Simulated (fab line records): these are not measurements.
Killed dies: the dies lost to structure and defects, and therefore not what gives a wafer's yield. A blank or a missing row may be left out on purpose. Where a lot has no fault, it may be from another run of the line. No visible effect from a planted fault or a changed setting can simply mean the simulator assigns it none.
fab line records	flow gf180mcu	part 1 of 2: steps 1 to 28 of 39
record lots=5	wafers=15	last_day=34
route steps=602 shown PSD@256 NSD@262 SAB@264 SALICIDE@278 CONTACT@287
lots that met no fault: taken from a fault-free run of the same line
start_h: start of the lot's first displayed wafer, in hours after the record's first day	wait_h: hours elapsed since this lot's preceding step	" same as the row above	L1.1+2: one row covering several wafers at once	- value missing, or start not given	* or withheld: withheld	< > ~ a bound
route shown NAME@n: a module of which the file shows steps, and the number in the route of the first	usual: mean/standard deviation taken from wafers without a fault	same: alike in all rows	chamber/n: place in a boat	sites: readings site by site	_std_site: standard deviation of those values	_edge_site: outer sites' mean less inner sites'	radius_mm: how far each site lies from the wafer's centre	mask NAME#n: copy n	behind: tool/chamber where the wafer was last shaped	hold: why the lot was held/for how many hours/how that ended	device: which transistor (n, p or np) failed to switch	end of line: tests of these same wafers at the route's end	a step without rows: its recipe alone	killed: dies that structure and defects cost at the first sort, which is not the same as the wafer's yield	map: dies across one wafer; x = killed, . = not, _ = none there
set.NAME: the setting the step ran with; set.NAME@STEP: the setting that earlier step ran with	model.NAME: the simulator's own value behind a step, which no gauge read
certain route steps with their lots: each step a table, each wafer a row
services: when a tool's chamber went out of use (start_h, in hours from the record's first day, below 0 if earlier), for how many hours, and the reason
## steps
# step GF_PSD_OVL_MEAS_08
# usual PSD_OVL=-0.4/1.5
lot.wafer	tool	chamber	start_h	wait_h	PSD_OVL[nm]
L077.1	overlay-01	-	344.53	0.1	-1.5
L077.4	"	-	"	"	-0.3
L077.5	"	-	"	"	-1.2
L080.1	overlay-01	-	367.53	0.1	2.1
L080.2	"	-	"	"	-1.5
L080.5	"	-	"	"	-0.7
L084.2	overlay-02	-	404.67	0.1	-2.6
L084.3	"	-	"	"	-3.4
L084.5	"	-	"	"	-2.5
L092.1	overlay-02	-	475.42	0.1	0.8
L092.4	"	-	"	"	-0.1
L092.5	"	-	"	"	-0.4
L096.1	overlay-02	-	505.09	0.1	-0.8
L096.3	"	-	"	"	0.6
L096.4	"	-	"	"	-1.0
# step GF_PSD_IMPLANT_09
# recipe species=BF2	energy_kev=40	dose_cm2=1.5e+15	tilt_deg=7
lot.wafer	tool	chamber	start_h	wait_h
L077.1+4+5	implanter-04	0	344.56	0.0
L080.1+2+5	implanter-03	0	367.56	0.0
L084.2+3+5	implanter-03	0	404.72	0.0
L092.1+4+5	implanter-03	0	475.46	0.0
L096.1+3+4	implanter-04	0	505.13	0.0
# step GF_PSD_STRIP_10
# recipe chemistry=O2/N2	power_w=1400	pressure_mtorr=1500	platen_temp_c=250	o2_flow_sccm=3000	n2_flow_sccm=300	overash_fraction=0.5
# usual drypump_motor_current_A=5.9/0.5	heater_power_w=306/22	oes_product_au=0.591/0.0041	strip_time_to_endpoint_s=16.54/0.041
# same overash_fraction=0.5
lot.wafer	tool	chamber	start_h	wait_h	drypump_motor_current_A	heater_power_w	oes_product_au	rf_hours_counter_h	strip_time_to_endpoint_s
L077.1	plasma_asher-02	0	344.71	0.1	6.6	298	0.598	69	16.56
L077.4	"	1	"	"	5.4	324	0.593	-	16.51
L077.5	"	0	"	"	6.5	289	0.592	-	16.55
L080.1	plasma_asher-02	1	367.71	0.1	5.4	318	0.590	71	16.48
L080.2	"	0	"	"	6.5	288	0.587	71	16.56
L080.5	"	0	"	"	6.5	290	0.590	-	16.53
L084.2	plasma_asher-01	0	404.85	0.1	6.2	275	0.596	78	16.54
L084.3	"	0	"	"	6.2	272	0.591	-	16.52
L084.5	"	1	"	"	5.8	303	0.583	-	16.51
L092.1	plasma_asher-01	1	475.61	0.1	5.8	308	0.589	86	16.52
L092.4	"	0	"	"	6.2	280	0.594	-	16.55
L092.5	"	0	"	"	6.2	281	0.595	-	16.53
L096.1	plasma_asher-03	1	505.28	0.1	6.0	351	0.583	72	16.50
L096.3	"	1	"	"	6.0	344	0.592	-	16.50
L096.4	"	0	"	"	4.8	342	0.597	-	16.48
# step GF_PSD_TW_MEAS_11
# usual PSD_TW=3157/28
lot.wafer	tool	chamber	start_h	wait_h	PSD_TW
L077.1	film_metro-02	-	344.81	0.1	3195
L077.4	"	-	"	"	3199
L077.5	"	-	"	"	3193
L080.1	film_metro-03	-	367.81	0.1	3153
L080.2	"	-	"	"	3143
L080.5	"	-	"	"	3142
L084.2	film_metro-04	-	404.96	0.1	3127
L084.3	"	-	"	"	3129
L084.5	"	-	"	"	3146
L092.1	film_metro-02	-	475.71	0.1	3200
L092.4	"	-	"	"	3218
L092.5	"	-	"	"	3204
L096.1	film_metro-02	-	505.38	0.1	3190
L096.3	"	-	"	"	3194
L096.4	"	-	"	"	3191
# step GF_PSD_CLEAN_12
# recipe chemistry=SC1/SC2	mix=1:4:20	temp_c=70	time_s=150	dry=n2_spin
# usual temp_c=70.00/0.12
lot.wafer	tool	chamber	start_h	wait_h	temp_c
L077.1	wet_bench-02	1	344.87	0.1	70.03
L077.4	"	1	"	"	70.20
L077.5	"	1	"	"	70.01
L080.1	wet_bench-04	0	367.87	0.1	69.82
L080.2	"	0	"	"	69.94
L080.5	"	0	"	"	69.72
L084.2	wet_bench-02	0	405.01	0.0	69.88
L084.3	"	0	"	"	69.91
L084.5	"	0	"	"	70.14
L092.1	wet_bench-03	3	475.77	0.1	70.05
L092.4	"	3	"	"	70.03
L092.5	"	3	"	"	70.01
L096.1	wet_bench-02	0	505.44	0.1	70.03
L096.3	"	0	"	"	70.01
L096.4	"	0	"	"	70.14
# step GF_PSD_RTA_13
# recipe temp_c=1025	time_s=20	ambient=N2
# usual lamp_power_pct=36.6/0.99	wafer_temp_C_max=1030.3/2.4
lot.wafer	tool	chamber	start_h	wait_h	lamp_power_pct	wafer_temp_C_max
L077.1	rtp_anneal-01	0	344.92	0.0	35.5	1033.5
L077.4	"	0	"	"	35.5	1031.5
L077.5	"	0	"	"	35.5	1031.9
L080.1	rtp_anneal-01	0	367.92	0.0	35.5	1032.1
L080.2	"	0	"	"	35.6	1031.9
L080.5	"	0	"	"	35.6	1032.8
L084.2	rtp_anneal-02	0	405.07	0.0	37.5	1029.1
L084.3	"	0	"	"	37.5	1029.0
L084.5	"	0	"	"	37.5	1027.2
L092.1	rtp_anneal-02	0	475.82	0.0	37.4	1028.2
L092.4	"	0	"	"	37.5	1027.9
L092.5	"	0	"	"	37.5	1028.2
L096.1	rtp_anneal-02	0	505.50	0.0	37.5	1028.8
L096.3	"	0	"	"	37.5	1028.9
L096.4	"	0	"	"	37.5	1027.7
# step GF_PSD_RS_MEAS_14
# recipe thk_meas_gauge=four-point-probe
# usual NSD_RS=46.13/0.094
lot.wafer	tool	chamber	start_h	wait_h	NSD_RS[ohm/sq]
L077.1	film_metro-04	-	345.01	0.1	46.03
L077.4	"	-	"	"	46.01
L077.5	"	-	"	"	45.86
L080.1	film_metro-04	-	368.01	0.1	46.16
L080.2	"	-	"	"	46.09
L080.5	"	-	"	"	46.12
L084.2	film_metro-03	-	405.16	0.1	46.25
L084.3	"	-	"	"	46.09
L084.5	"	-	"	"	46.22
L092.1	film_metro-04	-	475.91	0.1	46.21
L092.4	"	-	"	"	46.22
L092.5	"	-	"	"	46.29
L096.1	film_metro-04	-	505.59	0.1	46.15
L096.3	"	-	"	"	46.18
L096.4	"	-	"	"	45.93
# step GF_PSD_RS_MEAS_15
# recipe thk_meas_gauge=four-point-probe
# usual PSD_RS=108.55/0.28
lot.wafer	tool	chamber	start_h	wait_h	PSD_RS[ohm/sq]
L077.1	film_metro-04	-	345.13	0.1	108.52
L077.4	"	-	"	"	108.29
L077.5	"	-	"	"	108.35
L080.1	film_metro-04	-	368.13	0.1	108.36
L080.2	"	-	"	"	108.21
L080.5	"	-	"	"	108.35
L084.2	film_metro-03	-	405.28	0.1	108.93
L084.3	"	-	"	"	108.60
L084.5	"	-	"	"	108.54
L092.1	film_metro-04	-	476.03	0.1	108.70
L092.4	"	-	"	"	108.90
L092.5	"	-	"	"	108.83
L096.1	film_metro-04	-	505.71	0.1	108.73
L096.3	"	-	"	"	108.85
L096.4	"	-	"	"	108.72
# step GF_SAB_CVD_00
# recipe material=SiO2	target_thk_nm=50	precursor=TEOS	temp_c=400	time_s=4.9302	rf_w=600
# usual heater_power_w=653/100	susceptor_temp_C=399.98/0.22
lot.wafer	tool	chamber	start_h	wait_h	heater_power_w	susceptor_temp_C
L077.1	pecvd-04	2	345.25	0.1	601	400.06
L077.4	"	0	"	"	636	400.07
L077.5	"	1	"	"	492	400.20
L080.1	pecvd-01	0	368.25	0.1	699	400.10
L080.2	"	2	"	"	571	399.77
L080.5	"	1	"	"	711	400.41
L084.2	pecvd-01	2	405.38	0.1	479	399.67
L084.3	"	1	"	"	585	399.59
L084.5	"	2	"	"	487	399.74
L092.1	pecvd-02	1	476.15	0.1	887	399.93
L092.4	"	1	"	"	858	399.92
L092.5	"	0	"	"	641	400.08
L096.1	pecvd-02	2	505.83	0.1	684	400.15
L096.3	"	0	"	"	590	400.04
L096.4	"	2	"	"	663	399.68
# step GF_SAB_THK_MEAS_01
# recipe reads=SiO2_of_SAB_CVD_00
# usual SAB_CVD_00_THK=49.8/0.64
lot.wafer	tool	chamber	start_h	wait_h	SAB_CVD_00_THK[nm]
L077.1	film_metro-01	-	345.27	0.0	49.4
L077.4	"	-	"	"	50.3
L077.5	"	-	"	"	50.2
L080.1	film_metro-03	-	368.26	0.0	49.3
L080.2	"	-	"	"	48.8
L080.5	"	-	"	"	49.9
L084.2	film_metro-04	-	405.41	0.0	49.1
L084.3	"	-	"	"	49.3
L084.5	"	-	"	"	49.6
L092.1	film_metro-01	-	476.17	0.0	49.7
L092.4	"	-	"	"	50.0
L092.5	"	-	"	"	49.8
L096.1	film_metro-03	-	505.85	0.0	49.7
L096.3	"	-	"	"	49.4
L096.4	"	-	"	"	50.9
# step GF_SAB_DEHYDRATE_02
# recipe temp_c=200	time_s=60
lot.wafer	tool	chamber	start_h	wait_h
L077.1+4+5	litho_track-03	0	355.96	10.7
L080.1+2+5	litho_track-03	0	379.51	11.2
L084.2+3+5	litho_track-04	0	416.73	11.3
L092.1+4+5	litho_track-04	0	487.25	11.1
L096.1+3+4	litho_track-04	0	516.55	10.7
# step GF_SAB_HMDS_03
# recipe prime_time_s=60	prime_temp_c=120
lot.wafer	tool	chamber	start_h	wait_h
L077.1+4+5	litho_track-03	0	356.11	0.1
L080.1+2+5	litho_track-03	0	379.66	0.1
L084.2+3+5	litho_track-04	0	416.88	0.1
L092.1+4+5	litho_track-04	0	487.40	0.1
L096.1+3+4	litho_track-04	0	516.70	0.1
# step GF_SAB_COAT_04
# recipe resist=NOVOLAK	spin_rpm=3000	resist_thk_nm=1000
lot.wafer	tool	chamber	start_h	wait_h
L077.1+4+5	litho_track-03	0	356.26	0.1
L080.1+2+5	litho_track-03	0	379.81	0.1
L084.2+3+5	litho_track-04	0	417.03	0.1
L092.1+4+5	litho_track-04	0	487.55	0.1
L096.1+3+4	litho_track-04	0	516.85	0.1
# step GF_SAB_SOFTBAKE_05
# recipe temp_c=90	time_s=57.07	resist=NOVOLAK
lot.wafer	tool	chamber	start_h	wait_h
L077.1+4+5	litho_track-03	0	356.41	0.1
L080.1+2+5	litho_track-03	0	379.96	0.1
L084.2+3+5	litho_track-04	0	417.18	0.1
L092.1+4+5	litho_track-04	0	487.70	0.1
L096.1+3+4	litho_track-04	0	517.00	0.1
# step GF_SAB_EXPOSE_06
# recipe mask_id=SAB	target_cd_nm=420	na=0.6	source_shape=conventional	sigma_outer=0.6	dose_mj=140
lot.wafer	tool	chamber	start_h	wait_h	mask
L077.1+4+5	iline_stepper-02	0	-	-	SAB#0
L080.1+2+5	iline_stepper-01	0	-	-	SAB#0
L084.2+3+5	iline_stepper-01	0	-	-	SAB#0
L092.1+4+5	iline_stepper-02	0	-	-	SAB#0
L096.1+3+4	iline_stepper-01	0	-	-	SAB#0
# step GF_SAB_PEB_07
# recipe temp_c=withheld	time_s=*	resist=NOVOLAK
lot.wafer	tool	chamber	start_h	wait_h
L077.1+4+5	litho_track-04	0	-	-
L080.1+2+5	litho_track-04	0	-	-
L084.2+3+5	litho_track-04	0	-	-
L092.1+4+5	litho_track-02	0	-	-
L096.1+3+4	litho_track-02	0	-	-
# step GF_SAB_DEVELOP_08
# recipe develop_time_s=60	dev_temp_c=23
lot.wafer	tool	chamber	start_h	wait_h
L077.1+4+5	litho_track-04	0	366.96	0.1
L080.1+2+5	litho_track-04	0	390.81	0.1
L084.2+3+5	litho_track-04	0	428.83	0.1
L092.1+4+5	litho_track-02	0	499.27	0.1
L096.1+3+4	litho_track-02	0	528.72	0.1
# step GF_SAB_CD_MEAS_09
# recipe target_cd_nm=420
# usual cd_nm=419.5/2.2
lot.wafer	tool	chamber	start_h	wait_h	cd_nm
L077.1	cd_sem-02	-	367.11	0.1	416.9
L077.4	"	-	"	"	416.1
L077.5	"	-	"	"	415.8
L080.1	cd_sem-01	-	390.96	0.1	416.0
L080.2	"	-	"	"	416.7
L080.5	"	-	"	"	420.6
L084.2	cd_sem-02	-	428.98	0.1	418.5
L084.3	"	-	"	"	420.7
L084.5	"	-	"	"	419.7
L092.1	cd_sem-01	-	499.42	0.1	418.5
L092.4	"	-	"	"	418.3
L092.5	"	-	"	"	419.4
L096.1	cd_sem-02	-	528.87	0.1	419.6
L096.3	"	-	"	"	420.0
L096.4	"	-	"	"	419.9
# step GF_SAB_OVL_MEAS_10
# usual SAB_OVL=0.4/1.6
lot.wafer	tool	chamber	start_h	wait_h	SAB_OVL[nm]
L077.1	overlay-01	-	367.23	0.1	0.2
L077.4	"	-	"	"	0.5
L077.5	"	-	"	"	1.8
L080.1	overlay-01	-	391.08	0.1	1.3
L080.2	"	-	"	"	0.4
L080.5	"	-	"	"	1.7
L084.2	overlay-01	-	429.08	0.1	-2.5
L084.3	"	-	"	"	-1.2
L084.5	"	-	"	"	0.7
L092.1	overlay-01	-	499.54	0.1	-0.6
L092.4	"	-	"	"	1.2
L092.5	"	-	"	"	-0.1
L096.1	overlay-01	-	528.99	0.1	-2.8
L096.3	"	-	"	"	-1.5
L096.4	"	-	"	"	0.3
# step GF_SAB_ETCH_11
# recipe chemistry=C4F8/O2/Ar	mask_material=NOVOLAK	target=SiO2	target_depth_nm=55	source_w=1500	bias_w=1200	pressure_mtorr=40	c4f8_flow_sccm=withheld	O2_flow_sccm=6	Ar_flow_sccm=300	time_s=8.5
# usual oes_product_au=1.002/0.013
lot.wafer	tool	chamber	start_h	wait_h	oes_product_au
L077.1	rie_diel-01	2	367.26	0.0	0.982
L077.4	"	2	"	"	0.977
L077.5	"	3	"	"	1.002
L080.1	rie_diel-03	2	391.11	0.0	0.998
L080.2	"	1	"	"	1.003
L080.5	"	2	"	"	0.998
L084.2	rie_diel-03	1	429.11	0.0	1.017
L084.3	"	0	"	"	1.023
L084.5	"	0	"	"	1.018
L092.1	rie_diel-04	0	499.58	0.0	0.998
L092.4	"	2	"	"	1.006
L092.5	"	1	"	"	1.004
L096.1	rie_diel-01	1	529.03	0.0	1.008
L096.3	"	3	"	"	0.995
L096.4	"	2	"	"	0.980
# step GF_SAB_WET_ETCH_12
# recipe chemistry=dHF	target_depth_nm=22	dry=n2_spin	target=SiO2	temp_c=25	dilution=100:1	time_s=440
# usual temp_c=25.00/0.11
lot.wafer	tool	chamber	start_h	wait_h	temp_c
L077.1	wet_bench-02	1	367.28	0.0	25.08
L077.4	"	1	"	"	25.10
L077.5	"	1	"	"	24.98
L080.1	wet_bench-04	3	391.13	0.0	24.80
L080.2	"	3	"	"	24.83
L080.5	"	3	"	"	24.85
L084.2	wet_bench-02	1	429.13	0.0	24.90
L084.3	"	1	"	"	24.96
L084.5	"	1	"	"	24.98
L092.1	wet_bench-01	2	499.60	0.0	24.88
L092.4	"	2	"	"	24.97
L092.5	"	2	"	"	24.89
L096.1	wet_bench-02	3	529.05	0.0	25.04
L096.3	"	3	"	"	25.04
L096.4	"	3	"	"	25.05
# step GF_SAB_STRIP_13
# recipe chemistry=O2/N2	power_w=1400	pressure_mtorr=1500	platen_temp_c=250	o2_flow_sccm=3000	n2_flow_sccm=300	overash_fraction=0.5
# usual drypump_motor_current_A=5.8/0.46	heater_power_w=304/17	oes_product_au=0.710/0.0046	strip_time_to_endpoint_s=12.64/0.035
# same overash_fraction=0.5
lot.wafer	tool	chamber	start_h	wait_h	drypump_motor_current_A	heater_power_w	oes_product_au	rf_hours_counter_h	strip_time_to_endpoint_s
L077.1	plasma_asher-01	0	367.41	0.0	6.2	283	0.715	75	12.62
L077.4	"	1	"	"	5.8	301	0.714	-	12.65
L077.5	"	1	"	"	5.8	308	0.712	-	12.63
L080.1	plasma_asher-01	0	391.26	0.0	6.2	284	0.711	77	12.60
L080.2	"	1	"	"	5.8	308	0.709	77	12.58
L080.5	"	1	"	"	5.8	306	0.713	-	12.64
L084.2	plasma_asher-01	0	429.27	0.0	6.2	289	0.707	81	12.60
L084.3	"	0	"	"	6.2	289	0.717	-	12.63
L084.5	"	0	"	"	6.2	281	0.703	-	12.67
L092.1	plasma_asher-04	1	499.73	0.0	5.6	333	0.706	40	12.68
L092.4	"	1	"	"	5.6	335	0.707	-	12.67
L092.5	"	1	"	"	5.6	330	0.713	-	12.66
L096.1	plasma_asher-02	0	529.18	0.0	6.5	289	0.715	10	12.63
L096.3	"	0	"	"	6.5	288	0.708	-	12.65
L096.4	"	1	"	"	5.4	316	0.707	-	12.63
# step GF_SALICIDE_CLEAN_00
# recipe chemistry=SC1/SC2	mix=1:4:20	temp_c=70	time_s=150
# usual temp_c=69.97/0.12
lot.wafer	tool	chamber	start_h	wait_h	temp_c
L077.1	wet_bench-03	3	367.51	0.1	70.13
L077.4	"	3	"	"	70.03
L077.5	"	3	"	"	69.85
L080.1	wet_bench-01	3	391.36	0.1	69.94
L080.2	"	3	"	"	70.03
L080.5	"	3	"	"	70.03
L084.2	wet_bench-03	3	429.37	0.1	69.97
L084.3	"	3	"	"	70.02
L084.5	"	3	"	"	69.98
L092.1	wet_bench-03	1	499.83	0.1	69.77
L092.4	"	1	"	"	70.04
L092.5	"	1	"	"	69.79
L096.1	wet_bench-03	3	529.28	0.1	69.77
L096.3	"	3	"	"	70.11
L096.4	"	3	"	"	69.90
# step GF_SALICIDE_WET_ETCH_01
# recipe chemistry=dHF	target_depth_nm=5	dry=ipa_marangoni	target=SiO2	temp_c=25	dilution=100:1	time_s=100
# usual temp_c=25.00/0.1
lot.wafer	tool	chamber	start_h	wait_h	temp_c
L077.1	wet_bench-01	0	367.56	0.0	24.91
L077.4	"	0	"	"	24.88
L077.5	"	0	"	"	24.75
L080.1	wet_bench-04	0	391.42	0.0	24.97
L080.2	"	0	"	"	25.11
L080.5	"	0	"	"	25.04
L084.2	wet_bench-03	1	429.42	0.0	24.92
L084.3	"	1	"	"	25.09
L084.5	"	1	"	"	24.85
L092.1	wet_bench-04	0	499.88	0.0	24.94
L092.4	"	0	"	"	24.98
L092.5	"	0	"	"	24.93
L096.1	wet_bench-01	0	529.33	0.0	25.07
L096.3	"	0	"	"	25.07
L096.4	"	0	"	"	25.13
# step GF_SALICIDE_SPUTTER_02
# recipe material=Co	target_thk_nm=10	power_w=1000	time_s=20	chamber_pressure_pa=0.4
# usual throttle_valve_pct=30.4/1
lot.wafer	tool	chamber	start_h	wait_h	throttle_valve_pct
L077.1	pvd_sputter-02	-	367.60	0.0	31.0
L077.4	"	-	"	"	30.0
L077.5	"	-	"	"	31.2
L080.1	pvd_sputter-01	-	391.45	0.0	30.0
L080.2	"	-	"	"	30.5
L080.5	"	-	"	"	30.9
L084.2	pvd_sputter-02	-	429.46	0.0	29.9
L084.3	"	-	"	"	32.9
L084.5	"	-	"	"	32.8
L092.1	pvd_sputter-01	-	499.92	0.0	30.8
L092.4	"	-	"	"	31.1
L092.5	"	-	"	"	30.7
L096.1	pvd_sputter-01	-	529.37	0.0	30.9
L096.3	"	-	"	"	30.2
L096.4	"	-	"	"	30.8
# step GF_SALICIDE_SPUTTER_03
# recipe material=TiN	target_thk_nm=20	power_w=6500	time_s=16.7	chamber_pressure_pa=0.4
# usual throttle_valve_pct=30.4/1
lot.wafer	tool	chamber	start_h	wait_h	throttle_valve_pct
L077.1	pvd_sputter-02	-	367.63	0.0	31.3
L077.4	"	-	"	"	30.2
L077.5	"	-	"	"	31.1
L080.1	pvd_sputter-01	-	391.48	0.0	30.1
L080.2	"	-	"	"	30.6
L080.5	"	-	"	"	31.1
L084.2	pvd_sputter-02	-	429.49	0.0	30.1
L084.3	"	-	"	"	32.7
L084.5	"	-	"	"	32.6
L092.1	pvd_sputter-01	-	499.95	0.0	30.5
L092.4	"	-	"	"	30.9
L092.5	"	-	"	"	30.8
L096.1	pvd_sputter-01	-	529.39	0.0	30.7
L096.3	"	-	"	"	30.2
L096.4	"	-	"	"	31.1
# step GF_SALICIDE_RS_MEAS_04
# recipe thk_meas_gauge=four-point-probe	reads=TiN_of_SALICIDE_SPUTTER_03+Co_of_SALICIDE_SPUTTER_02
# usual SALICIDE_TIN_RS=16.25/0.26
lot.wafer	tool	chamber	start_h	wait_h	SALICIDE_TIN_RS[ohm/sq]
L077.1	film_metro-01	-	367.65	0.0	16.19
L077.4	"	-	"	"	16.29
L077.5	"	-	"	"	16.20
L080.1	film_metro-03	-	391.51	0.0	16.39
L080.2	"	-	"	"	16.54
L080.5	"	-	"	"	16.45
L084.2	film_metro-03	-	429.53	0.0	16.31
L084.3	"	-	"	"	16.20
L084.5	"	-	"	"	16.23
L092.1	film_metro-02	-	499.97	0.0	16.12
L092.4	"	-	"	"	16.04
L092.5	"	-	"	"	16.40
L096.1	film_metro-02	-	529.42	0.0	16.64
L096.3	"	-	"	"	16.43
L096.4	"	-	"	"	16.45
# step GF_SALICIDE_THK_MEAS_05
# recipe thk_meas_gauge=xrf	reads=TiN_of_SALICIDE_SPUTTER_03
# usual SALICIDE_TIN_THK=20.20/0.29
lot.wafer	tool	chamber	start_h	wait_h	SALICIDE_TIN_THK[nm]
L077.1	film_metro-01	-	367.77	0.1	20.61
L077.4	"	-	"	"	20.60
L077.5	"	-	"	"	20.42
L080.1	film_metro-03	-	391.63	0.1	20.59
L080.2	"	-	"	"	20.53
L080.5	"	-	"	"	20.29
L084.2	film_metro-03	-	429.64	0.1	19.90
L084.3	"	-	"	"	19.79
L084.5	"	-	"	"	19.85
L092.1	film_metro-02	-	500.09	0.1	20.49
L092.4	"	-	"	"	20.34
L092.5	"	-	"	"	20.37
L096.1	film_metro-02	-	529.54	0.1	20.28
L096.3	"	-	"	"	20.59
L096.4	"	-	"	"	20.13
